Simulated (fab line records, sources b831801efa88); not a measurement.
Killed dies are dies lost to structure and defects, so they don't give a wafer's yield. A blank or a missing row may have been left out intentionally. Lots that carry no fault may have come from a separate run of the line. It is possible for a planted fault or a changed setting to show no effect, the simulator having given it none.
Chamber matching + flow sky130 + rie-diel-03 running SKY_VIA3_ETCH_14: 4 sister chambers
The step etches BARC in N2/H2, stops on SiO2, time 45.9 s, target depth 60 nm. 14 wafers are shown with their chamber, then 7 later ones without.

== EACH WAFER AND ITS CHAMBER ==
| wafer  | chamber | n2-flow-sccm (sccm) | oes-product-au (a.u.) | throttle-valve-pct (%) |
|--------|---------|---------------------|-----------------------|------------------------|
| L076.2 | 0       | 100.1               | 0.848                 | 13.214                 |
| L076.3 | 1       | 100.1               | 0.859                 | 13.206                 |
| L076.5 | 2       | 99.7                | 0.854                 | 13.216                 |
| L077.1 | 2       | 100.0               | 0.855                 | 13.213                 |
| L077.4 | 0       | 100.0               | 0.856                 | 13.214                 |
| L077.5 | 1       | 100.2               | 0.855                 | 13.215                 |
| L085.1 | 3       | 100.2               | 0.853                 | 13.222                 |
| L085.3 | 1       | 100.3               | 0.860                 | 13.245                 |
| L085.5 | 1       | 100.0               | 0.848                 | 13.217                 |
| L086.3 | 2       | 99.9                | 0.853                 | 13.231                 |
| L086.4 | 0       | 100.0               | 0.846                 | 13.220                 |
| L086.5 | 1       | 100.1               | 0.850                 | 13.236                 |
| L088.1 | 0       | 100.2               | 0.855                 | 13.231                 |
| L088.4 | 3       | 100.2               | 0.863                 | 13.228                 |

SIGNATURES (averages over the wafers above)
| reading            | chamber 0 | chamber 1 | chamber 2 | chamber 3 | scatter within a chamber |
|--------------------|-----------|-----------|-----------|-----------|--------------------------|
| n2-flow-sccm       | 100.075   | 100.140   | 99.867    | 100.200   | 0.112                    |
| oes-product-au     | 0.85125   | 0.85440   | 0.85400   | 0.85800   | 0.0049                   |
| throttle-valve-pct | 13.21975  | 13.22380  | 13.22000  | 13.22500  | 0.012                    |
Rule: a wafer's distance from a chamber is the root of the sum, over the readings, of the square of ((its reading less the chamber's mean) divided by the reading's scatter). If the next closest chamber is less than 2 further off than the closest, the wafer can't be placed; otherwise it belongs to the closest. How the scatter is found: for the shown wafers, subtract from each reading the mean of its chamber, square and add these, divide the total by (wafers less chambers), then take the root.

== WAFERS WITH NO CHAMBER GIVEN ==
| wafer  | n2-flow-sccm (sccm) | oes-product-au (a.u.) | throttle-valve-pct (%) |
|--------|---------------------|-----------------------|------------------------|
| L088.6 | 100.0               | 0.860                 | 13.227                 |
| L089.1 | 100.1               | 0.858                 | 13.212                 |
| L089.3 | 100.0               | 0.853                 | 13.206                 |
| L089.6 | 99.8                | 0.855                 | 13.230                 |
| L097.1 | 99.9                | 0.850                 | 13.222                 |
| L097.3 | 100.2               | 0.854                 | 13.234                 |
| L097.4 | 99.9                | 0.853                 | 13.241                 |

== EACH ONE'S CHAMBER ==
| wafer  | from the rows above               | in truth |
|--------|-----------------------------------|----------|
| L088.6 | can't be placed: 1 or 2 or 3 or 0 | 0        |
| L089.1 | can't be placed: 1 or 3 or 0 or 2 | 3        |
| L089.3 | can't be placed: 0 or 2 or 1 or 3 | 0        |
| L089.6 | can't be placed: 2 or 0           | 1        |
| L097.1 | can't be placed: 2 or 0 or 1      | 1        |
| L097.3 | can't be placed: 1 or 3 or 0      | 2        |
| L097.4 | can't be placed: 2 or 0 or 1 or 3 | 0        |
Correctly placed: 0 of 7. Not placeable from these rows: 7 (in 5, the candidates include the true chamber). 0 placed wrongly.
